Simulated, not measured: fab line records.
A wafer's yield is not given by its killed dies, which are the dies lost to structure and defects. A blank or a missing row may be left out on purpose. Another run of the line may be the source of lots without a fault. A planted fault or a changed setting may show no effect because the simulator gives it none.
fab line records    flow sky130
record: lots: 12  wafers: 36  last_day: 50
route steps=708 shown LI_CONTACT@385 CONTACT@421 METAL1@435 VIA1@474 PAD_OPEN@708
lots that met no fault: taken from a fault-free run of the same line
start_h: the number of hours between the record's first day and the start of the first shown wafer of the lot    wait_h: hours from the lot's prior step to this one    " the same as in the row above    L1.1+2: several wafers, shown together as one row    - value missing, or start not given    * or withheld: withheld    < > ~ a bound
route shown NAME@n: NAME is a module with steps in the file, n the number in the route of the first one    usual: mean/standard deviation of fault-free wafers    same: alike in all rows    chamber/n: place in a boat    sites: per-site readings    _std_site: standard deviation across them    _edge_site: inner sites' mean taken away from outer sites' mean    radius_mm: how far each site lies from the wafer's centre    mask NAME#n: copy n    behind: the last tool/chamber to shape the wafer    hold: why the lot went on hold/how many hours it stayed there/how the hold came to an end    device: the n, p or np transistor that did not switch    end of line: the tests these same wafers got at the end of their route    a step given without rows: its recipe and nothing more    killed: the dies lost at the first sort to structure and to defects; this is not the yield of the wafer    map: shows each die of a wafer: x if killed, . if not, _ if none is there
set.NAME: setting as actually run; set.NAME@STEP: the setting as run at that earlier step    model.NAME: the simulator's own value behind a step, which no gauge read
steps of the route over a sample of lots; a table a step, a row a wafer
services: from which hour (start_h, from the record's first day; less than 0 if before it) a tool's chamber was out of use, for how many hours, and why
== steps ==
step: SKY_LI_CONTACT_THK_MEAS_23
recipe: thk_meas_gauge: xrf  reads: W_of_LI_CONTACT_CVD_21
usual: LI_CONTACT_W_THK: 410/5.5
lot.wafer  tool           chamber  start_h  wait_h  LI_CONTACT_W_THK[nm]
L608.2     film_metro-03  -        678.47   0.1     413
L608.3     "              -        "        "       412
L608.6     "              -        "        "       417
L610.1     film_metro-03  -        697.20   0.1     408
L610.3     "              -        "        "       408
L610.4     "              -        "        "       404
L612.3     film_metro-01  -        712.55   0.1     404
L612.4     "              -        "        "       410
L612.5     "              -        "        "       408
L616.2     film_metro-01  -        739.95   0.1     414
L616.3     "              -        "        "       417
L616.5     "              -        "        "       416
L617.2     film_metro-01  -        745.95   0.1     417
L617.3     "              -        "        "       417
L617.4     "              -        "        "       414
L619.2     film_metro-01  -        766.20   0.1     404
L619.3     "              -        "        "       408
L619.4     "              -        "        "       411
L621.1     film_metro-02  -        779.51   0.1     411
L621.4     "              -        "        "       415
L621.6     "              -        "        "       407
L622.2     film_metro-02  -        788.82   0.1     415
L622.3     "              -        "        "       410
L622.5     "              -        "        "       413
L623.2     film_metro-01  -        794.95   0.1     400
L623.4     "              -        "        "       404
L623.6     "              -        "        "       405
L624.1     film_metro-02  -        797.04   0.1     413
L624.2     "              -        "        "       420
L624.4     "              -        "        "       414
L627.1     film_metro-03  -        826.13   0.1     405
L627.5     "              -        "        "       407
L627.6     "              -        "        "       405
L631.2     film_metro-01  -        848.22   0.1     403
L631.4     "              -        "        "       412
L631.5     "              -        "        "       414
step: SKY_CONTACT_OVL_MEAS_15
usual: CONTACT_OVL: -2/5.2
lot.wafer  tool        chamber  start_h  wait_h  CONTACT_OVL[nm]
L608.2     overlay-01  -        735.56   0.1     -4
L608.3     "           -        "        "       2
L608.6     "           -        "        "       -2
L610.1     overlay-01  -        754.86   0.1     -5
L610.3     "           -        "        "       -1
L610.4     "           -        "        "       0
L612.3     overlay-01  -        769.01   0.1     -1
L612.4     "           -        "        "       -10
L612.5     "           -        "        "       -5
L616.2     overlay-02  -        796.01   0.1     -7
L616.3     "           -        "        "       -3
L616.5     "           -        "        "       -6
L617.2     overlay-01  -        801.90   0.1     -10
L617.3     "           -        "        "       -6
L617.4     "           -        "        "       -8
L619.2     overlay-02  -        821.25   0.1     -3
L619.3     "           -        "        "       1
L619.4     "           -        "        "       -3
L621.1     overlay-02  -        833.20   0.1     -14
L621.4     "           -        "        "       -5
L621.6     "           -        "        "       -5
L622.2     overlay-01  -        844.06   0.1     -2
L622.3     "           -        "        "       2
L622.5     "           -        "        "       0
L623.2     overlay-02  -        849.55   0.1     -7
L623.4     "           -        "        "       -5
L623.6     "           -        "        "       -9
L624.1     overlay-01  -        851.10   0.1     5
L624.2     "           -        "        "       6
L624.4     "           -        "        "       0
L627.1     overlay-02  -        880.66   0.1     -8
L627.5     "           -        "        "       -5
L627.6     "           -        "        "       -7
L631.2     overlay-01  -        901.85   0.1     7
L631.4     "           -        "        "       -3
L631.5     "           -        "        "       -3
step: SKY_METAL1_SPUTTER_01
recipe: material: TiN  target_thk_nm: 20  power_w: 6500  time_s: 16.7  chamber_pressure_pa: 0.4
usual: chamber_pressure_pa: 0.4000/0.00079  throttle_valve_pct: 30.0/0.93
lot.wafer  tool            chamber  start_h  wait_h  chamber_pressure_pa  throttle_valve_pct
L608.2     pvd_sputter-03  -        736.99   0.0     0.4012               29.5
L608.3     "               -        "        "       0.3993               29.7
L608.6     "               -        "        "       0.4009               30.2
L610.1     pvd_sputter-01  -        756.30   0.0     0.3999               30.5
L610.3     "               -        "        "       0.4004               30.1
L610.4     "               -        "        "       0.3977               28.3
L612.3     pvd_sputter-03  -        770.43   0.0     0.4000               29.4
L612.4     "               -        "        "       0.4001               31.5
L612.5     "               -        "        "       0.3998               30.0
L616.2     pvd_sputter-01  -        797.72   0.0     0.4012               29.8
L616.3     "               -        "        "       0.3998               28.3
L616.5     "               -        "        "       0.4003               29.7
L617.2     pvd_sputter-04  -        803.37   0.0     0.3999               32.3
L617.3     "               -        "        "       0.4003               30.2
L617.4     "               -        "        "       0.3995               30.3
L619.2     pvd_sputter-01  -        822.72   0.0     0.4018               29.9
L619.3     "               -        "        "       0.3999               30.3
L619.4     "               -        "        "       0.3997               28.4
L621.1     pvd_sputter-01  -        834.64   0.0     0.4004               30.2
L621.4     "               -        "        "       0.4002               29.6
L621.6     "               -        "        "       0.3997               28.8
L622.2     pvd_sputter-01  -        845.61   0.0     0.4349               28.8
L622.3     "               -        "        "       0.4350               28.4
L622.5     "               -        "        "       0.4352               29.3
L623.2     pvd_sputter-01  -        851.01   0.0     0.4358               28.8
L623.4     "               -        "        "       0.4346               28.2
L623.6     "               -        "        "       0.4343               29.4
L624.1     pvd_sputter-03  -        852.56   0.0     0.4001               30.3
L624.2     "               -        "        "       0.4002               29.6
L624.4     "               -        "        "       0.4001               29.4
L627.1     pvd_sputter-03  -        882.09   0.0     0.4007               29.8
L627.5     "               -        "        "       0.4006               30.4
L627.6     "               -        "        "       0.4011               29.4
L631.2     pvd_sputter-03  -        903.28   0.0     0.3982               30.1
L631.4     "               -        "        "       0.3990               29.3
L631.5     "               -        "        "       0.3991               30.3
step: SKY_VIA1_STRIP_16
recipe: chemistry: O2/N2  power_w: 1400  pressure_mtorr: 1500  platen_temp_c: withheld  o2_flow_sccm: 3000  n2_flow_sccm: 300  overash_fraction: 0.5
usual: chamber_pressure_mTorr: 1499.8/1.3  drypump_motor_current_A: 5.8/0.52  n2_flow_sccm: 300.0/0.8  o2_flow_sccm: 3000/9.2  oes_product_au: 0.417/0.0045  strip_time_to_endpoint_s: 4.475/0.022
lot.wafer  tool             chamber  start_h  wait_h  chamber_pressure_mTorr  drypump_motor_current_A  n2_flow_sccm  o2_flow_sccm  oes_product_au  rf_hours_counter_h  strip_time_to_endpoint_s
L608.2     plasma_asher-01  1        792.07   0.0     1498.9                  5.6                      299.1         2996          0.414           35                  4.461
L608.3     "                1        "        "       1498.0                  5.6                      299.1         2988          0.412           -                   4.453
L608.6     "                1        "        "       1500.8                  5.6                      300.2         2990          0.419           -                   4.444
L610.1     plasma_asher-02  0        810.47   0.0     1497.3                  5.3                      300.9         3004          0.419           64                  4.508
L610.3     "                1        "        "       1499.7                  5.7                      300.2         3015          0.415           -                   4.509
L610.4     "                0        "        "       1500.1                  5.3                      300.9         3001          0.409           -                   4.504
L612.3     plasma_asher-02  0        823.35   0.1     1500.4                  5.3                      300.4         2999          0.425           -                   4.479
L612.4     "                1        "        "       1498.9                  5.7                      299.5         2989          0.414           -                   4.514
L612.5     "                0        "        "       1500.3                  5.3                      299.1         2993          0.413           -                   4.503
L616.2     plasma_asher-03  0        853.12   0.0     1499.9                  6.7                      300.1         2996          0.415           101                 4.477
L616.3     "                1        "        "       1499.4                  5.5                      299.4         2997          0.412           -                   4.468
L616.5     "                0        "        "       1499.3                  6.6                      300.7         3007          0.413           -                   4.461
L617.2     plasma_asher-02  1        858.47   0.0     1495.5                  5.7                      300.8         3003          0.408           68                  4.427
L617.3     "                1        "        "       1501.1                  5.7                      301.7         2998          0.412           -                   4.435
L617.4     "                0        "        "       1499.5                  5.3                      299.6         2995          0.417           -                   4.426
L619.2     plasma_asher-03  0        876.67   0.0     1497.4                  6.6                      300.8         3000          0.409           104                 4.459
L619.3     "                1        "        "       1501.2                  5.5                      299.3         2986          0.421           -                   4.444
L619.4     "                0        "        "       1501.2                  6.6                      300.3         2993          0.414           -                   4.472
L621.1     plasma_asher-03  1        888.59   0.0     1498.1                  5.5                      299.8         3011          0.421           105                 4.501
L621.4     "                1        "        "       1498.5                  5.5                      299.5         2989          0.405           -                   4.500
L621.6     "                0        "        "       1499.0                  6.7                      300.1         3010          0.413           -                   4.530
L622.2     plasma_asher-01  1        900.17   0.0     1499.1                  5.6                      299.0         3012          0.416           47                  4.465
L622.3     "                0        "        "       1500.0                  5.2                      299.2         2988          0.411           -                   4.489
L622.5     "                0        "        "       1498.1                  5.3                      299.3         2992          0.420           -                   4.489
L623.2     plasma_asher-01  0        905.32   0.0     1502.3                  5.3                      300.2         3004          0.424           47                  4.440
L623.4     "                1        "        "       1500.5                  5.6                      301.0         3000          0.414           -                   4.481
L623.6     "                1        "        "       1500.0                  5.6                      301.8         2985          0.418           -                   4.477
L624.1     plasma_asher-03  0        906.54   0.0     1499.9                  6.7                      300.1         2991          0.409           107                 4.466
L624.2     "                1        "        "       1499.3                  5.6                      300.7         2998          0.423           107                 4.485
L624.4     "                1        "        "       1499.4                  5.5                      300.1         3003          0.415           -                   4.477
L627.1     plasma_asher-01  1        934.43   0.0     1499.8                  5.6                      301.0         2997          0.416           50                  4.475
L627.5     "                1        "        "       1499.7                  5.6                      300.5         3007          0.418           -                   4.487
L627.6     "                0        "        "       1500.0                  5.3                      301.0         3020          0.419           -                   4.474
L631.2     plasma_asher-03  0        954.45   0.0     1501.3                  6.6                      299.4         3003          0.418           111                 4.482
L631.4     "                1        "        "       1500.6                  5.5                      300.6         3004          0.410           -                   4.491
L631.5     "                0        "        "       1497.3                  6.7                      300.3         2997          0.414           -                   4.495
step: SKY_PAD_OPEN_PROBE_99
usual: defect_limited_yield: 82.6/1.9  killed_at_M0_to_M3: 43/7  killed_at_M4_up: 3.1/2  killed_at_contacts: 24/5.3  killed_at_front_end: 15/4.2  killed_at_other: 0.4/0.66  killed_dies: 86/9.5  killed_open: 47/7.4  killed_short: 38/6.2  sort_bin_3_pad_short: 0.9/0.44  sort_bin_5_function: 10.2/1.4  sort_bin_6_memory: 6.4/1.1  sort_n_pass: 406/9.5  sort_yield_pct: 82.6/1.9
same: gross_dies: 492  killed_at_back_side: 0  sort_bin_4_leakage[%]: 0  sort_bin_8_speed[%]: 0
lot.wafer  tool       chamber  start_h  wait_h  defect_limited_yield[%]  killed_at_M0_to_M3  killed_at_M4_up  killed_at_contacts  killed_at_front_end  killed_at_other  killed_dies  killed_open  killed_short  sort_bin_3_pad_short[%]  sort_bin_5_function[%]  sort_bin_6_memory[%]  sort_n_pass  sort_yield_pct[%]
L612.3     prober-02  -        1101.80  0.2     81.7                     50                  5                20                  15                   0                90           50           40            1.6                      9.8                     6.9                   402          81.7
L612.4     prober-02  -        1101.85  0.2     79.9                     46                  6                23                  24                   0                99           50           48            1.2                      12.2                    6.7                   393          79.9
L612.5     prober-02  -        1101.90  0.2     82.7                     48                  4                22                  10                   1                85           44           41            0.4                      10.6                    6.3                   407          82.7
L616.2     prober-01  -        1123.49  0.1     83.9                     37                  3                25                  14                   0                79           43           36            0.6                      7.9                     7.5                   413          83.9
L616.3     prober-01  -        1123.54  0.2     82.5                     37                  2                24                  23                   0                86           42           44            0.4                      11.4                    5.7                   406          82.5
L616.5     prober-01  -        1123.64  0.2     82.3                     45                  4                27                  11                   0                87           51           36            1.4                      8.7                     7.5                   405          82.3
L617.2     prober-02  -        1126.98  0.1     83.7                     41                  8                22                  9                    0                80           45           35            0.4                      10.0                    5.9                   412          83.7
L617.3     prober-02  -        1127.03  0.2     85.0                     41                  3                21                  9                    0                74           42           32            1.4                      6.7                     6.9                   418          85.0
L617.4     prober-02  -        1127.08  0.2     84.3                     36                  4                25                  11                   1                77           46           31            0.6                      10.0                    5.1                   415          84.3
L619.2     prober-02  -        1139.60  0.1     85.8                     29                  4                17                  19                   1                70           27           43            1.4                      7.1                     5.7                   422          85.8
L619.3     prober-02  -        1139.65  0.2     84.3                     40                  2                20                  15                   0                77           44           33            1.4                      8.9                     5.3                   415          84.3
L619.4     prober-02  -        1139.70  0.2     82.9                     43                  4                17                  19                   1                84           42           42            1.8                      9.3                     5.9                   408          82.9
L623.2     prober-01  -        1160.69  0.1     80.7                     46                  1                32                  16                   0                95           51           44            1.0                      11.8                    6.5                   397          80.7
L623.4     prober-01  -        1160.79  0.2     82.9                     47                  1                23                  13                   0                84           43           41            1.4                      10.0                    5.7                   408          82.9
L623.6     prober-01  -        1160.89  0.2     85.4                     35                  0                25                  12                   0                72           41           31            1.0                      8.5                     5.1                   420          85.4
L624.1     prober-02  -        1162.03  0.1     82.5                     45                  2                26                  11                   2                86           47           37            0.8                      9.3                     7.3                   406          82.5
L624.2     prober-02  -        1162.08  0.1     82.5                     42                  3                22                  16                   3                86           43           41            0.8                      10.2                    6.5                   406          82.5
L624.4     prober-02  -        1162.18  0.2     75.0                     55                  5                40                  22                   1                123          75           47            1.8                      13.0                    10.2                  369          75.0
L631.2     prober-01  -        1194.86  0.1     84.8                     38                  1                27                  9                    0                75           38           37            0.4                      9.1                     5.7                   417          84.8
L631.4     prober-01  -        1194.96  0.2     83.5                     37                  1                28                  12                   3                81           40           40            0.2                      10.8                    5.5                   411          83.5
L631.5     prober-01  -        1195.01  0.2     85.8                     35                  4                17                  13                   1                70           30           38            1.0                      8.3                     4.9                   422          85.8
killed by level:class
L612.3 VIA1:geometric_particle:open=14 CONTACT:geometric_particle:open=9 VIA1:geometric_particle:short=9 VIA2:geometric_particle:open=8 FIELD_ISO:geometric_particle:open=5 CONTACT:geometric_particle:short=5 VIA3:geometric_particle:open=5 FIELD_ISO:geometric_particle:short=4
L612.4 VIA2:geometric_particle:open=10 POLY_GATE:geometric_particle:short=7 VIA1:geometric_particle:open=7 CONTACT:geometric_particle:short=6 POLY_GATE:geometric_particle:open=6 METAL2:geometric_particle:short=6 FIELD_ISO:geometric_particle:short=5 LI_CONTACT:geometric_particle:open=5
L612.5 VIA1:geometric_particle:open=13 VIA2:geometric_particle:open=7 VIA3:geometric_particle:open=7 METAL2:geometric_particle:short=6 LI_CONTACT:geometric_particle:open=5 LOCAL_INTERCONNECT:geometric_particle:short=5 CONTACT:geometric_particle:short=4 CONTACT:geometric_particle:open=4
L616.2 CONTACT:geometric_particle:open=8 VIA1:geometric_particle:open=8 LI_CONTACT:geometric_particle:open=7 METAL1:geometric_particle:short=6 METAL3:geometric_particle:short=5 VIA3:geometric_particle:open=5 VIA2:geometric_particle:open=4 POLY_GATE:geometric_particle:open=4
L616.3 CONTACT:geometric_particle:open=10 FIELD_ISO:geometric_particle:short=8 METAL1:geometric_particle:short=8 FIELD_ISO:geometric_particle:open=7 LI_CONTACT:geometric_particle:open=7 VIA2:geometric_particle:open=6 VIA1:geometric_particle:open=5 METAL2:geometric_particle:short=5
L616.5 VIA1:geometric_particle:open=12 CONTACT:geometric_particle:open=10 VIA2:geometric_particle:open=6 LI_CONTACT:geometric_particle:open=5 CONTACT:geometric_particle:short=5 VIA3:geometric_particle:open=4 METAL1:geometric_particle:short=4 METAL3:geometric_particle:short=4
L617.2 CONTACT:geometric_particle:open=11 METAL2:geometric_particle:short=9 VIA1:geometric_particle:open=7 LI_CONTACT:geometric_particle:open=6 VIA2:geometric_particle:short=6 METAL4:geometric_particle:short=5 VIA2:geometric_particle:open=5 VIA3:geometric_particle:short=5
L617.3 CONTACT:geometric_particle:open=11 VIA1:geometric_particle:open=9 VIA1:geometric_particle:short=7 LI_CONTACT:geometric_particle:open=6 VIA3:geometric_particle:open=5 METAL2:geometric_particle:short=5 VIA2:geometric_particle:open=4 LOCAL_INTERCONNECT:geometric_particle:short=3
L617.4 LI_CONTACT:geometric_particle:open=11 VIA2:geometric_particle:open=10 CONTACT:geometric_particle:open=9 METAL2:geometric_particle:short=7 VIA1:geometric_particle:open=5 FIELD_ISO:geometric_particle:short=4 METAL4:geometric_particle:short=4 LOCAL_INTERCONNECT:geometric_particle:short=4
L619.2 FIELD_ISO:geometric_particle:short=7 METAL1:geometric_particle:short=6 VIA3:geometric_particle:open=6 LOCAL_INTERCONNECT:geometric_particle:short=5 LI_CONTACT:geometric_particle:open=4 CONTACT:geometric_particle:short=4 VIA1:geometric_particle:short=4 METAL2:geometric_particle:short=4
L619.3 METAL2:geometric_particle:short=8 VIA3:geometric_particle:open=8 VIA1:geometric_particle:open=7 LI_CONTACT:geometric_particle:open=7 FIELD_ISO:geometric_particle:open=5 CONTACT:geometric_particle:open=5 METAL1:geometric_particle:short=4 LOCAL_INTERCONNECT:geometric_particle:short=4
L619.4 VIA1:geometric_particle:open=14 POLY_GATE:geometric_particle:open=5 METAL3:geometric_particle:short=5 VIA1:geometric_particle:short=5 CONTACT:geometric_particle:short=4 CONTACT:geometric_particle:open=4 METAL1:geometric_particle:short=4 VIA3:geometric_particle:open=4
L623.2 LI_CONTACT:geometric_particle:open=10 CONTACT:geometric_particle:open=9 VIA3:geometric_particle:open=7 VIA1:geometric_particle:short=7 VIA2:geometric_particle:open=7 METAL1:geometric_particle:short=6 VIA1:geometric_particle:open=6 FIELD_ISO:geometric_particle:open=4
L623.4 LI_CONTACT:geometric_particle:open=9 VIA2:geometric_particle:open=9 METAL1:geometric_particle:short=8 VIA1:geometric_particle:open=8 VIA3:geometric_particle:short=6 FIELD_ISO:geometric_particle:short=5 CONTACT:geometric_particle:open=5 LOCAL_INTERCONNECT:geometric_particle:short=5
L623.6 LI_CONTACT:geometric_particle:open=8 VIA3:geometric_particle:open=8 CONTACT:geometric_particle:short=7 CONTACT:geometric_particle:open=7 VIA1:geometric_particle:open=5 VIA2:geometric_particle:short=4 VIA2:geometric_particle:open=4 METAL3:geometric_particle:short=4
L624.1 VIA1:geometric_particle:open=11 VIA2:geometric_particle:open=10 CONTACT:geometric_particle:open=10 METAL2:geometric_particle:short=6 LI_CONTACT:geometric_particle:open=6 FIELD_ISO:geometric_particle:open=5 METAL3:geometric_particle:short=5 LOCAL_INTERCONNECT:geometric_particle:short=4
L624.2 CONTACT:geometric_particle:open=12 VIA2:geometric_particle:open=9 VIA1:geometric_particle:open=8 LI_CONTACT:geometric_particle:open=5 METAL1:geometric_particle:short=5 METAL2:geometric_particle:short=5 VIA1:geometric_particle:short=4 VIA2:geometric_particle:short=4
L624.4 LI_CONTACT:geometric_particle:open=12 CONTACT:geometric_particle:open=12 VIA1:geometric_particle:open=11 VIA2:geometric_particle:open=11 FIELD_ISO:geometric_particle:open=8 CONTACT:geometric_particle:short=7 VIA3:geometric_particle:open=7 METAL2:geometric_particle:short=7
L631.2 VIA1:geometric_particle:short=9 CONTACT:geometric_particle:short=7 CONTACT:geometric_particle:open=7 VIA1:geometric_particle:open=6 VIA2:geometric_particle:open=5 LI_CONTACT:geometric_particle:open=5 VIA3:geometric_particle:open=5 METAL2:geometric_particle:short=5
L631.4 VIA1:geometric_particle:open=10 LI_CONTACT:geometric_particle:short=7 CONTACT:geometric_particle:open=7 VIA3:geometric_particle:open=6 LI_CONTACT:geometric_particle:open=5 POLY_GATE:geometric_particle:open=4 METAL1:geometric_particle:short=4 LOCAL_INTERCONNECT:geometric_particle:short=4
L631.5 CONTACT:geometric_particle:open=9 VIA3:geometric_particle:short=7 FIELD_ISO:geometric_particle:short=5 METAL2:geometric_particle:short=5 METAL3:geometric_particle:short=5 POLY_GATE:geometric_particle:open=4 VIA3:geometric_particle:open=4 LI_CONTACT:geometric_particle:short=3
== services ==
tool             chamber  start_h  hours  kind
pvd_sputter-03   -        763.60   1.4    repair
pvd_sputter-01   -        767.06   4.4    repair
plasma_asher-02  -        791.74   2.6    repair
pvd_sputter-01   -        806.28   0.7    repair
plasma_asher-03  -        809.57   1.3    repair
pvd_sputter-04   -        816.39   3.8    repair
plasma_asher-01  -        818.40   0.4    repair
pvd_sputter-03   -        824.07   3.8    repair
plasma_asher-02  -        837.56   14.6   pm
pvd_sputter-01   -        858.52   5.7    repair
plasma_asher-02  -        859.10   0.8    repair
plasma_asher-01  -        883.40   2.1    repair
plasma_asher-02  -        884.87   1.1    repair
plasma_asher-03  -        898.01   3.7    repair
plasma_asher-02  -        905.05   1.1    repair
pvd_sputter-03   -        942.61   3.5    repair
pvd_sputter-01   -        948.20   2.6    repair
== key ==
first_sign: step: SKY_METAL1_SPUTTER_01  reading: chamber_pressure_pa  direction: up  sigmas: 44  usual: 0.4000  struck: 0.4349
effect none on later readings
met_at SKY_METAL1_SPUTTER_01
struck_lots L622,L623
not_acting_at SKY_LI_CONTACT_THK_MEAS_23,SKY_CONTACT_OVL_MEAS_15,SKY_VIA1_STRIP_16
onset_between 834.64 845.61
fault: kind: process_parameter_drift  tool: pvd_sputter-01  chamber: -  onset_h: 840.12  steps: SKY_METAL1_SPUTTER_01  channel: chamber_pressure_pa  offset: 0.034974  shape: step  end_h: 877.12  acts_in: these_recipes_only  stated: 0.4
